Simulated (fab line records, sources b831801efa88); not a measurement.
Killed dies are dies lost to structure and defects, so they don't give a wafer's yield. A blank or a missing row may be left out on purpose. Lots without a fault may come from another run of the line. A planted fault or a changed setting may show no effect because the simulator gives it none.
Chamber matching | flow sky130 | SKY_POLY_GATE_ETCH_17 on rie_si-02: 4 sister chambers
The step etches poly-Si in HBr/Cl2, stops on SiO2, target depth 180 nm, time 70.5 s. 8 wafers are shown with their chamber, then 10 later ones without.

WAFERS WITH THEIR CHAMBER
wafer  | chamber | drypump_motor_current_A (A) | oes_product_au (a.u.)
L077.5 | 2       | 4.8                         | 0.986
L080.1 | 1       | 5.5                         | 0.994
L081.3 | 1       | 5.5                         | 0.992
L088.1 | 3       | 4.8                         | 0.981
L088.2 | 0       | 5.1                         | 0.973
L088.3 | 2       | 4.8                         | 0.980
L090.1 | 0       | 5.1                         | 0.981
L090.3 | 3       | 4.7                         | 0.983

WAFERS WITHOUT THEIR CHAMBER
wafer  | drypump_motor_current_A (A) | oes_product_au (a.u.)
L090.6 | 5.5                         | 0.987
L092.2 | 4.8                         | 0.995
L092.5 | 5.5                         | 0.991
L092.6 | 5.1                         | 0.981
L094.1 | 5.5                         | 0.987
L094.4 | 5.5                         | 0.985
L094.5 | 4.8                         | 0.983
L096.2 | 5.0                         | 0.989
L096.4 | 4.8                         | 0.993
L096.5 | 4.8                         | 0.988

WHICH CHAMBER EACH WENT THROUGH
wafer  | from the rows above     | in truth
L090.6 | 1                       | 1
L092.2 | can't be placed: 2 or 3 | 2
L092.5 | 1                       | 1
L092.6 | 0                       | 0
L094.1 | 1                       | 1
L094.4 | 1                       | 1
L094.5 | can't be placed: 2 or 3 | 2
L096.2 | can't be placed: 0 or 2 | 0
L096.4 | can't be placed: 2 or 3 | 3
L096.5 | can't be placed: 2 or 3 | 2
Placed correctly: 5 of 10. Can't be placed from these rows: 5 (the true chamber is among the candidates in 5). Placed wrongly: 0.
How it was worked out, from the rows above alone: a wafer's distance from a chamber is the root of the sum, over the readings, of the square of ((its reading less the chamber's mean) divided by the reading's scatter). The wafer belongs to the nearest chamber; if the next one is less than 2 further off, it can't be placed. A chamber's mean is the mean of its shown wafers. The scatter: the root of (the sum of the squares of (reading less its chamber's mean) over the shown wafers, divided by (wafers less chambers)).
